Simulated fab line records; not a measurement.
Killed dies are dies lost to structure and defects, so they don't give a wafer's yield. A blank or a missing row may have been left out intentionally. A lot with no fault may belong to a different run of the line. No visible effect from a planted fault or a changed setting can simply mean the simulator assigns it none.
A struck lot beside a sound one + flow gf180mcu + 15 out of 602 route steps
Sound: the wafers L216.2, L216.4, L216.6. Struck: wafer L234.6; the same lot's L234.3 was not struck, so it is left out; see the end for the cause.
Each step with rows lists, per side, the tool, then ch with its chambers, then its first start. Under that, the readings that differ: sound wafers + struck wafers + difference of the means + sigmas: that difference in standard deviations of wafers without a fault.
alike: words and numbers the same on both sides, and readings whose means are apart by under 2 such deviations; not compared: readings that were withheld, readings missing a value for some wafer, numbers with overlapping values and no deviation given by the record, and bounds like >300 which may hide the same value.
Wherever a step has rows on one side only, a row that says differs or no value, or a row with sigmas, the two part there. Numbers that don't overlap but have no deviation are shown without sigmas and don't part them. A reading missing from all wafers of one side parts the sides only when that side holds two or more wafers.

first, 5 steps without rows for these wafers: GF_CONTACT_ETCH_17 (etches SiO2 in C4F8/O2/Ar, stops on CoSi2, target depth 860 nm); GF_CONTACT_STRIP_18 (strips in O2/N2); GF_CONTACT_CLEAN_19 (cleans in SPM); GF_CONTACT_CLEAN_20 (cleans in DIW); GF_CONTACT_CLEAN_21 (cleans in dHF, time 20 s).
GF_CONTACT_SPUTTER_22: material Ti, target thk 15 nm, time 80.02 s.
  struck on pvdSputter-03, day 23 22:28; sound on pvdSputter-03, day 17 14:04
| reading              | sound          | struck | difference | sigmas |
|----------------------|----------------|--------|------------|--------|
| throttleValvePct (%) | 28.0 29.2 28.1 | 31.0   | +2.6       | +3     |
GF_CONTACT_SPUTTER_23: material TiN, target thk 10 nm, time 40 s.
  struck on pvdSputter-03, day 23 22:31; sound on pvdSputter-03, day 17 14:07
| reading              | sound          | struck | difference | sigmas |
|----------------------|----------------|--------|------------|--------|
| throttleValvePct (%) | 28.3 29.5 28.0 | 30.8   | +2.2       | +2     |
then, 1 step without rows for these wafers: GF_CONTACT_CVD_24 (deposits W, target thk 300 nm, time 90.339 s).
GF_CONTACT_RS_MEAS_25: measurement is done with a four-point probe.
  struck on filmMetro-03, day 23 22:42; sound on filmMetro-04, day 17 14:17
  alike: CONTACT_W_RS
GF_CONTACT_THK_MEAS_26: measures by xrf.
  struck on filmMetro-03, day 23 22:48; sound on filmMetro-04, day 17 14:23
  alike: CONTACT_W_THK
GF_CONTACT_CMP_27: polishes, stops on SiO2, t overpolish 15 s, target thk 0 nm.
  sound on cmp-01 ch 1,2,3, day 17 14:26; struck on cmp-01 ch 2, day 23 23:14
  alike: motorCurrentA, overpolishRunS, retainingRingPressureFrac, timeToEndpointS
GF_M1_SPUTTER_00: material Ti, target thk 37.5 nm, time 150 s.
  struck on pvdSputter-03, day 23 23:26; sound on pvdSputter-02, day 17 14:44
  alike: throttleValvePct
GF_M1_SPUTTER_01: material TiN, target thk 30 nm, time 25 s.
  struck on pvdSputter-03, day 23 23:32; sound on pvdSputter-02, day 17 14:50
| reading                               | sound            | struck | difference | sigmas |
|---------------------------------------|------------------|--------|------------|--------|
| model.TiN_of_M1_SPUTTER_01.thkNm (nm) | 29.87 29.9 30.03 | 14.26  | -15.67     |        |
  alike: throttleValvePct
GF_M1_SPUTTER_02: material AlCu, target thk 450 nm, time 23.9 s.
  struck on pvdSputter-03, day 23 23:34; sound on pvdSputter-02, day 17 14:52
  alike: throttleValvePct
then, 1 step without rows for these wafers: GF_PASSIVATION_PROBE_99.

WHERE THEY PART
Earliest at GF_CONTACT_SPUTTER_22; latest, in this record, at GF_CONTACT_SPUTTER_23. Later steps at which nothing parts them and some readings are alike: GF_CONTACT_RS_MEAS_25, GF_CONTACT_THK_MEAS_26, GF_CONTACT_CMP_27, GF_M1_SPUTTER_00, GF_M1_SPUTTER_01, GF_M1_SPUTTER_02.

WHY: what the simulator had put in
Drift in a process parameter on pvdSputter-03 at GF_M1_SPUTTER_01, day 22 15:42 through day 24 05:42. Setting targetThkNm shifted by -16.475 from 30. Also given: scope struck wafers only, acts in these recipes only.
